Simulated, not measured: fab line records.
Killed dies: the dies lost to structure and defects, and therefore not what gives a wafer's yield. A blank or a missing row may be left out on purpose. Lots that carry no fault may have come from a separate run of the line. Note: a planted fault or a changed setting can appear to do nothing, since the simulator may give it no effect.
The tool behind it: which one? -- flow sky130 -- Sampling: 6 lots, 18 wafers, 3 of 708 route steps

== WHAT THE GAUGES READ, wafer by wafer ==
SKY_VIA4_RS_MEAS_19: measures by four-point-probe.
lot,measured,on,VIA4_W_RS (ohm/sq)
L823,day 43 11:22,film metro-03,0.2278 0.2260 0.2278
L828,day 44 13:26,film metro-04,0.2250 0.2210 0.2212
L830,day 45 01:31,film metro-04,0.2301 0.2284 0.2315
L832,day 45 16:07,film metro-03,0.2263 0.2240 0.2268
L841,day 47 18:50,film metro-03,0.2256 0.2240 0.2272
L844,day 48 08:41,film metro-02,0.2288 0.2291 0.2283

== WHAT TOOL EACH LOT RAN ON (gives the tool, then ch and the chambers of the sampled wafers, and finally the start) ==
lot,SKY_VIA2_CMP_24,SKY_CAP2M_SOFTBAKE_08
L823,"cmp-01 ch 0,2,3, day 36 23:44","litho track-02 ch 0, day 40 20:49"
L828,"cmp-01 ch 0,1, day 38 08:49","litho track-01 ch 0, day 42 01:30"
L830,"cmp-01 ch 1,2, day 38 21:52","litho track-01 ch 0, day 42 15:22"
L832,"cmp-02 ch 0,1,2, day 39 14:14","litho track-04 ch 0, day 43 06:06"
L841,"cmp-01 ch 0,1,2, day 42 00:57","litho track-04 ch 0, day 45 11:24"
L844,"cmp-01 ch 0,1,2, day 42 17:27","litho track-02 ch 0, day 46 03:17"
- SKY_VIA2_CMP_24: polishes, stops on SiO2, t overpolish 20 s, target thk 0 nm.
- SKY_CAP2M_SOFTBAKE_08: time 60 s.

== THE ANSWER, worked out from the rows above alone ==
Rule: the usual values come from the lots themselves. Put in order of their means at a reading, lots are off if they are a third of the lots or fewer, leave a main group of 4 or more, and stand apart from it by a gap of 3 or more times the standard deviation of the main group's means; of several such gaps the widest counts. A main group whose means are all the same, to the digits that the tables above print for the reading, isn't used. Also off: a lot with no number at a reading for which 4 or more lots have one. Where the step has rows for the other lots, those lots are counted as sound.
No lot is off on any of the readings shown, so nothing can be concluded from this.

== WHAT THE SIMULATOR PUT IN ==
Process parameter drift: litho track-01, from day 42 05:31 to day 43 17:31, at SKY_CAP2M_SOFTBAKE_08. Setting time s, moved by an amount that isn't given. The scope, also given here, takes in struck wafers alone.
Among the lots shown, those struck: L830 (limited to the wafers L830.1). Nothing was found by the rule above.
